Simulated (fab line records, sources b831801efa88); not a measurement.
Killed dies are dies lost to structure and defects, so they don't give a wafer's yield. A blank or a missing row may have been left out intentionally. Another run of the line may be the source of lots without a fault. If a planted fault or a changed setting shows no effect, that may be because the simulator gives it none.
Comparing a struck lot with a sound one + flow gf180mcu + 43 out of 602 route steps
Sound: these wafers, L499.4, L499.5, L499.6. Wafers L495.1, L495.2, L495.3 were the ones struck. Last of all comes the cause.
For every step that has rows: the tool of each side, followed by ch and its chambers, followed by its first start. Under that, the readings that differ: sound wafers + struck wafers + difference of the means + sigmas: that difference in standard deviations of wafers without a fault.
alike: words and numbers the same on both sides, and readings whose means are apart by under 2 such deviations; not compared: readings that were withheld, readings missing a value for some wafer, numbers with overlapping values and no deviation given by the record, and bounds like >300 which may hide the same value.
Wherever a step has rows on one side only, a row that says differs or no value, or a row with sigmas, the two part there. Non-overlapping numbers with no deviation appear without sigmas and do not part them. A reading that every wafer of one side lacks parts them only if that side has two wafers or more.

GF_POLY_GATE_THK_MEAS_17:
  struck on film metro-02, day 12 22:41; sound on film metro-03, day 14 02:32
  alike: POLY_GATE_OXIDATION_THK
GF_POLY_GATE_CD_MEAS_18:
  struck on cd sem-02, day 12 22:45; sound on cd sem-01, day 14 02:38
  alike: cd nm
then, 7 steps without rows for these wafers: GF_HV_LDD_DEHYDRATE_00 (time 60 s); GF_HV_LDD_HMDS_01 (prime time 60 s); GF_HV_LDD_COAT_02 (resist thk 1000 nm); GF_HV_LDD_SOFTBAKE_03 (time 60 s); GF_HV_LDD_EXPOSE_04 (exposes mask Nplus LV AREA, target cd 400 nm); GF_HV_LDD_PEB_05; GF_HV_LDD_DEVELOP_06 (develop time 62.09 s).
GF_HV_LDD_CD_MEAS_07: target cd 400 nm.
  struck on cd sem-01, day 13 18:43; sound on cd sem-01, day 14 23:37
  alike: cd nm
GF_HV_LDD_OVL_MEAS_08:
  struck on overlay-01, day 13 18:50; sound on overlay-02, day 14 23:42
  alike: HV_LDD_OVL
next, for these wafers, 1 step has no rows: GF_HV_LDD_IMPLANT_09.
GF_HV_LDD_STRIP_10: strips in O2/N2.
  sound on plasma asher-03 ch 0,1, day 14 23:54; struck on plasma asher-01 ch 0,1, day 13 19:02
| reading            | sound       | struck      | difference | sigmas |
|--------------------|-------------|-------------|------------|--------|
| heater power w (W) | 288 351 296 | 386 337 373 | +54        | +2     |
  alike: chamber pressure mTorr, drypump motor current A, oes product au, strip time to endpoint s
  not compared: rf hours counter h
GF_HV_LDD_TW_MEAS_11:
  struck on film metro-02, day 13 19:08; sound on film metro-01, day 15 00:00
  alike: HV_LDD_TW
then, 7 steps without rows for these wafers: GF_HV_LDD_DEHYDRATE_12 (time 60 s); GF_HV_LDD_HMDS_13 (prime time 60 s); GF_HV_LDD_COAT_14 (resist thk 1000 nm); GF_HV_LDD_SOFTBAKE_15 (time 60 s); GF_HV_LDD_EXPOSE_16 (exposes mask Pplus LV AREA, target cd 400 nm); GF_HV_LDD_PEB_17; GF_HV_LDD_DEVELOP_18 (develop time 60 s).
GF_HV_LDD_CD_MEAS_19: target cd 400 nm.
  struck on cd sem-01, day 14 15:04; sound on cd sem-01, day 15 21:34
  alike: cd nm
GF_HV_LDD_OVL_MEAS_20:
  struck on overlay-01, day 14 15:11; sound on overlay-01, day 15 21:39
  alike: HV_LDD_01_OVL
next, for these wafers, 1 step has no rows: GF_HV_LDD_IMPLANT_21.
GF_HV_LDD_STRIP_22: strips in O2/N2.
  sound on plasma asher-01 ch 0,1, day 15 21:51; struck on plasma asher-03 ch 0,1, day 14 15:23
| reading            | sound       | struck      | difference | sigmas |
|--------------------|-------------|-------------|------------|--------|
| heater power w (W) | 375 330 380 | 337 295 285 | -56        | -2     |
  alike: chamber pressure mTorr, drypump motor current A, oes product au, strip time to endpoint s
  not compared: rf hours counter h
GF_HV_LDD_TW_MEAS_23:
  struck on film metro-04, day 14 15:29; sound on film metro-02, day 15 21:57
| reading     | sound          | struck         | difference | sigmas |
|-------------|----------------|----------------|------------|--------|
| HV_LDD_2_TW | 1069 1073 1071 | 1056 1055 1050 | -17        | -3     |
then, 7 steps without rows for these wafers: GF_HV_LDD_DEHYDRATE_24 (time 60 s); GF_HV_LDD_HMDS_25 (prime time 60 s); GF_HV_LDD_COAT_26 (resist thk 1000 nm); GF_HV_LDD_SOFTBAKE_27 (time 60 s); GF_HV_LDD_EXPOSE_28 (exposes mask Nplus HV AREA, target cd 400 nm); GF_HV_LDD_PEB_29; GF_HV_LDD_DEVELOP_30 (develop time 60 s).
GF_HV_LDD_CD_MEAS_31: target cd 400 nm.
  struck on cd sem-02, day 15 12:37; sound on cd sem-01, day 16 19:43
  alike: cd nm
GF_HV_LDD_OVL_MEAS_32:
  struck on overlay-02, day 15 12:44; sound on overlay-01, day 16 19:48
| reading            | sound          | struck       | difference | sigmas |
|--------------------|----------------|--------------|------------|--------|
| HV_LDD_02_OVL (nm) | -2.7 -4.1 -3.5 | 0.1 -1.5 1.9 | +3.6       | +3     |
then, 4 steps without rows for these wafers: GF_HV_LDD_IMPLANT_33; GF_HV_LDD_IMPLANT_34; GF_HV_LDD_IMPLANT_35; GF_HV_LDD_IMPLANT_36.
GF_HV_LDD_STRIP_37: strips in O2/N2.
  sound on plasma asher-01 ch 0,1, day 16 20:27; struck on plasma asher-01 ch 0,1, day 15 13:22
  alike: chamber pressure mTorr, drypump motor current A, heater power w, oes product au, strip time to endpoint s
  not compared: rf hours counter h
GF_HV_LDD_TW_MEAS_38:
  struck on film metro-02, day 15 13:28; sound on film metro-04, day 16 20:33
| reading     | sound          | struck         | difference | sigmas |
|-------------|----------------|----------------|------------|--------|
| HV_LDD_3_TW | 1429 1434 1424 | 1450 1446 1453 | +21        | +2     |
then, 1 step without rows for these wafers: GF_HV_LDD_DEHYDRATE_39 (time 60 s).
-- here the record skips 17 days between the struck wafers' starts before and after, leaving off in module HV_LDD and picking up in module PASSIVATION (first step shown: number 602 of the route) --
GF_PASSIVATION_PROBE_99:
  only the struck wafers here have rows in the record (prober-02, day 32 11:39); the sound ones have none

WHERE THEY PART
Earliest at GF_HV_LDD_STRIP_10; latest, in this record, at GF_PASSIVATION_PROBE_99.

WHY: what the simulator had put in
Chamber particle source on plasma asher-01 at GF_HV_LDD_STRIP_10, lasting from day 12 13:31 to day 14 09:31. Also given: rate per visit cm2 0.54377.
